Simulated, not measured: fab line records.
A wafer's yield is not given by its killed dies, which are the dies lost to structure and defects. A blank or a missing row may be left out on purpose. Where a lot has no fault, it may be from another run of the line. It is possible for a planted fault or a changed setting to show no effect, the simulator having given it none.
Check of tool commonality	flow gf180mcu	Lots sampled 13, wafers sampled 39

== WHY IT WAS OPENED ==
Of 13 lots, 2 have the reading MVPSD_TW flagged at GF_MVPSD_TW_MEAS_11. Fault-free wafers read 552, with a standard deviation of 4.3.
Rule: a lot is flagged in two cases, either no wafer of it has a number, or all its wafers with numbers fall more than 4 standard deviations from that mean. As for the other lots, they are considered sound.

lot	measured	on	MVPSD_TW, wafer by wafer	flag
L662	day 5 02:38	film_metro-01	546 548 547	
L663	day 5 07:26	film_metro-01	549 546 547	
L665	day 6 00:26	film_metro-04	552 551 554	
L666	day 6 02:46	film_metro-01	548 551 551	
L667	day 6 06:24	film_metro-04	554 555 551	
L668	day 6 18:15	film_metro-01	553 551 551	
L669	day 6 20:41	film_metro-02	548 547 549	
L670	day 7 00:53	film_metro-01	666 663 662	FLAGGED
L672	day 7 14:13	film_metro-01	543 543 543	
L673	day 7 19:56	film_metro-04	558 559 558	
L677	day 8 21:31	film_metro-04	671 673 675	FLAGGED
L683	day 10 08:27	film_metro-02	553 553 555	
L684	day 10 16:42	film_metro-01	549 550 553	
The numbers of the flagged lots are 668 on average: +116 against the usual, or +27 standard deviations.

== TOOL THAT RAN EACH LOT ==
The record holds 1 process step before the reading, out of a route of 602 steps. Cell contents, in order: the tool; ch with the chambers the sampled wafers went through; the start.
lot	flag	GF_MVPSD_IMPLANT_08
L662		implanter-04 ch 0, day 5 02:15
L663		implanter-04 ch 0, day 5 07:03
L665		implanter-01 ch 0, day 6 00:02
L666		implanter-03 ch 0, day 6 02:23
L667		implanter-01 ch 0, day 6 06:00
L668		implanter-03 ch 0, day 6 17:51
L669		implanter-01 ch 0, day 6 20:17
L670	FLAGGED	implanter-04 ch 0, day 7 00:11
L672		implanter-04 ch 0, day 7 13:49
L673		implanter-03 ch 0, day 7 19:33
L677	FLAGGED	implanter-01 ch 0, day 8 20:46
L683		implanter-04 ch 0, day 10 08:05
L684		implanter-01 ch 0, day 10 16:20
What these steps do:
- GF_MVPSD_IMPLANT_08
- GF_MVPSD_TW_MEAS_11

== FLAGGED OVER TOTAL, TOOL BY TOOL (the gauges that took the reading come last) ==
step	tool	lots run	flagged	share of the flagged lots	sound lots run after its first flagged lot
GF_MVPSD_IMPLANT_08	implanter-01	5	1	some	1 (L684)
GF_MVPSD_IMPLANT_08	implanter-03	3	0	none	-
GF_MVPSD_IMPLANT_08	implanter-04	5	1	some	2 (L672,L683)
GF_MVPSD_TW_MEAS_11	film_metro-01	7	1	some	2 (L672,L684)
GF_MVPSD_TW_MEAS_11	film_metro-02	2	0	none	-
GF_MVPSD_TW_MEAS_11	film_metro-04	4	1	some	0

== WHAT THE TABLE ALLOWS ==
No row of the table ran every flagged lot.

== WHAT HAD BEEN PUT IN BY THE SIMULATOR ==
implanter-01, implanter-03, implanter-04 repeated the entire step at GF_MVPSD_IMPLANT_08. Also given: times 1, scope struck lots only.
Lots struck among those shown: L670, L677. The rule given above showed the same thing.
